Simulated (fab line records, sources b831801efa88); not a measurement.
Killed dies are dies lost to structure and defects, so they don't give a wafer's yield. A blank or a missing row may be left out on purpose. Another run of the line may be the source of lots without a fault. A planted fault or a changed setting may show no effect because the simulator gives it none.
2 desks, one fault    flow gf180mcu    what lay behind the numbers comes last; until then each desk has only its own

THE METROLOGY DESK
Lot by lot, what the gauges showed, no matter which tool ran the lot: averages of those sampled wafers that carry a number. A lot is out of limits, marked OUT, if its mean lies more than 4 standard deviations from the usual mean; the brackets give that distance.
Columns: A = M4_OVL at GF_M4_OVL_MEAS_15, usual 4 nm; B = V4_OVL at GF_V4_OVL_MEAS_15, usual 0 nm
lot   first seen here  A   B
L530  day 23 20:20     6   7
L531  day 24 02:53     -4  -2
L533  day 25 02:48     9   1
L537  day 26 16:41     8   -
L538  day 26 20:37     -3  -
L544  day 28 16:32     -4  -1
L545  day 28 23:20     17  -10
L546  day 29 15:08     2   -2
L547  day 29 17:17     7   -5
L548  day 29 19:50     -7  -0
L549  day 29 23:45     3   -3
L550  day 30 09:32     5   3
L551  day 30 15:09     1   -5
L552  day 31 07:50     7   5
Result from this desk: across the 14 lots, nothing is out of limits.

FOR THE TOOL OWNER'S DESK: litho_track-02
The tool's own readings at GF_V4_DEVELOP_13 (develop time 60 s): means of the sampled wafers that have a number, for each lot that ran on this tool. A lot is out of limits, marked OUT, if its mean lies more than 4 standard deviations from the usual mean; the brackets give that distance.
Columns: A = chill_plate_temp_C at GF_V4_DEVELOP_13, usual 23.02 C
lot   first seen here  A
L533  day 26 02:14     23.08
L546  day 30 11:26     23.07
L547  day 30 13:06     23.06
L548  day 30 15:51     22.95
L550  day 31 04:35     22.95
L551  day 31 11:06     23.00
Result from this desk: across the 6 lots, nothing is out of limits.

BROUGHT TOGETHER
The metrology desk saw nothing out of limits.
Nothing out of limits was seen by the tool owner's desk.

WHAT THE SIMULATOR HAD INSERTED
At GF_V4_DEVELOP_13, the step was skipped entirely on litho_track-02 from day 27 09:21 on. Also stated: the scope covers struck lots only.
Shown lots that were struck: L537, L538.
